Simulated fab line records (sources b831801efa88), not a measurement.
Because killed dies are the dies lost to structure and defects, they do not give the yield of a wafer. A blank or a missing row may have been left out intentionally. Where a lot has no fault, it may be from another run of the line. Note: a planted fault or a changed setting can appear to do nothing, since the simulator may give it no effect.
Matching of chambers -- flow sky130 -- SKY_VIA3_CMP_24 on cmp-02: 4 sister chambers
The step polishes, stops on SiO2, t overpolish 20 s, target thk 0 nm. 51 wafers are shown with their chamber, then 12 later ones without.

== WAFERS, EACH WITH ITS CHAMBER ==
wafer,chamber,motorCurrentA (A),timeToEndpointS (s),overpolishRunS (s)
L074.1,3,9.7,85,20.008
L074.2,2,10.5,91,19.990
L074.5,3,10.1,88,19.986
L074.3,1,9.1,94,20.000
L074.4,0,10.4,96,20.000
L074.6,2,9.9,92,19.991
L075.1,2,10.8,92,20.005
L075.3,1,9.4,96,19.993
L075.4,3,10.3,83,20.003
L077.4,0,10.3,98,20.011
L077.5,1,9.5,102,20.001
L077.6,2,10.1,91,19.995
L076.4,3,10.0,91,19.995
L076.5,2,10.9,92,20.001
L076.6,3,10.0,89,20.009
L078.1,3,10.0,94,20.003
L078.3,2,10.9,97,20.005
L078.6,0,10.8,98,19.995
L078.2,0,10.4,99,19.989
L078.4,1,9.4,98,20.002
L078.5,3,9.6,94,20.004
L079.1,2,10.8,93,19.981
L079.2,3,10.0,88,19.996
L079.3,1,9.3,99,20.000
L081.1,0,10.3,99,19.994
L081.2,2,10.9,94,19.989
L081.4,3,10.0,91,20.017
L081.3,1,9.2,101,19.986
L081.5,1,9.1,100,20.001
L081.6,0,10.3,101,20.016
L080.1,2,10.6,94,19.991
L080.2,1,9.4,100,19.983
L080.4,0,10.5,101,19.998
L082.1,3,10.5,92,20.006
L082.4,0,10.3,98,19.990
L082.6,1,9.4,96,19.994
L084.2,3,9.7,90,19.985
L084.4,0,10.1,101,19.995
L084.5,3,10.2,95,20.014
L083.2,3,10.1,90,19.993
L083.4,1,9.3,94,20.012
L083.6,2,11.1,96,19.995
L083.1,2,10.2,92,19.993
L083.3,0,10.5,97,19.997
L083.5,1,10.0,95,19.993
L085.1,3,9.2,92,20.012
L085.2,2,10.2,94,20.001
L085.3,1,9.7,97,19.996
L087.2,2,10.7,99,20.001
L087.4,3,9.9,95,19.983
L087.6,2,10.3,99,20.011

SIGNATURES (averages over the wafers above)
reading,chamber 0,chamber 1,chamber 2,chamber 3,scatter within a chamber
motorCurrentA,10.390,9.400,10.564,9.953,0.296
timeToEndpointS,98.80,97.67,94.00,90.47,2.84
overpolishRunS,19.99850,19.99675,19.99636,20.00093,0.00899
Rule: for a wafer and a chamber, the distance is found by dividing, reading by reading, the gap between the wafer's reading and the chamber's mean by the reading's scatter, squaring, summing and taking the root. The wafer belongs to the nearest chamber; if the next one is less than 2 further off, it can't be placed. The scatter: the root of (the sum of the squares of (reading less its chamber's mean) over the shown wafers, divided by (wafers less chambers)).

== WAFERS WITH NO CHAMBER GIVEN ==
wafer,motorCurrentA (A),timeToEndpointS (s),overpolishRunS (s)
L090.1,10.5,94,19.992
L090.2,9.8,92,20.012
L090.5,9.2,93,19.996
L091.1,10.9,98,20.010
L091.4,9.9,90,20.006
L091.5,9.9,99,20.004
L093.1,10.6,90,20.006
L093.2,9.6,89,20.016
L093.6,10.9,90,20.005
L095.1,11.2,98,20.016
L095.4,10.4,97,20.014
L095.6,10.1,90,20.006

== CHAMBER TAKEN BY EACH ==
wafer,from the rows above,in truth
L090.1,can't be placed: 2 or 0 or 3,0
L090.2,can't be placed: 3 or 1 or 2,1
L090.5,can't be placed: 1 or 3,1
L091.1,can't be placed: 0 or 2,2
L091.4,3,3
L091.5,can't be placed: 0 or 1 or 2 or 3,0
L093.1,can't be placed: 2 or 3 or 0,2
L093.2,can't be placed: 3 or 1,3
L093.6,can't be placed: 2 or 3 or 0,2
L095.1,can't be placed: 0 or 2 or 3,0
L095.4,can't be placed: 0 or 2 or 3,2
L095.6,can't be placed: 3 or 2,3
Correctly placed: 1 of 12. Cannot be placed on the basis of these rows: 11; the candidates contain the true chamber in 11. Wrongly placed: 0.
